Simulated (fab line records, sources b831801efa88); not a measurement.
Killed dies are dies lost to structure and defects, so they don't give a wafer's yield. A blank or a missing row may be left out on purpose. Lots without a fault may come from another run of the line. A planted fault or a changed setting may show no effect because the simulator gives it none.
Problem report in the 8D (eight disciplines) form, filled by code | flow gf180mcu | the parts of the form that need people (team, actions taken, sign-off) are left out

1. THE PROBLEM
rf_fwd_power_W at GF_POLY_GATE_ETCH_13 reads a mean of 333.3 W on 6 wafers of 2 lots; wafers without a fault read 397.0 W with a standard deviation of 1.5. That is -42 standard deviations from the usual mean.
The step: etches poly-Si in HBr/Cl2, stops on SiO2, target depth 198.5 nm, time 69.6 s.
First seen on wafer L968.1, day 14 06:07, on rie_si-01. The record holds 18 wafers of 6 lots with a number at this step. Rule for "out", or "out of limits": more than 4 standard deviations from the usual mean. The other wafers with a number count as sound.

2. WHAT IT IS AND WHAT IT IS NOT
question                    | is                             | is not
which readings at this step | rf_fwd_power_W, oes_product_au | drypump_motor_current_A, throttle_valve_pct
which lots                  | L968, L969                     | L952, L954, L955, L973
which wafers of those lots  | all that have a number         | -
read on which tools         | rie_si-01                      | rie_si-02
when                        | from day 14 06:07              | up to then (9 sound wafers); but 3 sound wafers of L973 came after

3. SUSPECTS, AND WHAT RULES EACH OUT
Counting: a tool at a process step up to the reading stays a suspect if it ran every lot that is out and no sound lot after the first of them.
- rie_diel-02 at GF_POLY_GATE_ETCH_12 (etches BARC in N2/H2): kept. It ran every lot that is out, first L968 (day 14 06:04), and no sound lot after that.
- rie_si-01 at GF_POLY_GATE_ETCH_13 (etches poly-Si in HBr/Cl2, stops on SiO2, target depth 198.5 nm, time 69.6 s): kept. It ran every lot that is out, first L968 (day 14 06:07), and no sound lot after that; its last sound lot up to then is L954 (day 9 20:59). Its own readings are out on those wafers: oes_product_au, rf_fwd_power_W.
Left after counting: rie_diel-02 at GF_POLY_GATE_ETCH_12, rie_si-01 at GF_POLY_GATE_ETCH_13.

4. THE CAUSE (what the simulator had put in)
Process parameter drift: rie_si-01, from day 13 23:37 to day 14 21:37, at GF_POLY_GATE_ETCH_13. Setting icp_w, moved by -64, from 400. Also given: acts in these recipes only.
Counting left 2 suspects, and this tool is among them.

5. THE CHAIN OF EFFECTS, in route order
Each row: a reading whose mean over the struck wafers that have a number lies more than 3 standard deviations from the usual. Only readings for which the record gives a usual standard deviation are gone through. hours: the time from each lot's start at the first step in this table that gives one to its start at this step, as a median over the lots. sigmas: the change in usual standard deviations.
hours | step                 | reading        | usual      | on struck wafers | change | sigmas
0     | GF_POLY_GATE_ETCH_13 | oes_product_au | 0.987 a.u. | 0.944            | -0.043 | -6.5
0     | GF_POLY_GATE_ETCH_13 | rf_fwd_power_W | 397.0 W    | 333.3            | -63.7  | -42
The process steps in it:
- GF_POLY_GATE_ETCH_13: etches poly-Si in HBr/Cl2, stops on SiO2, target depth 198.5 nm, time 69.6 s.

6. WHAT WOULD HAVE CAUGHT IT SOONER
In this record the first reading out of limits was taken at day 14 06:07, 6 hours after the fault began at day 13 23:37.
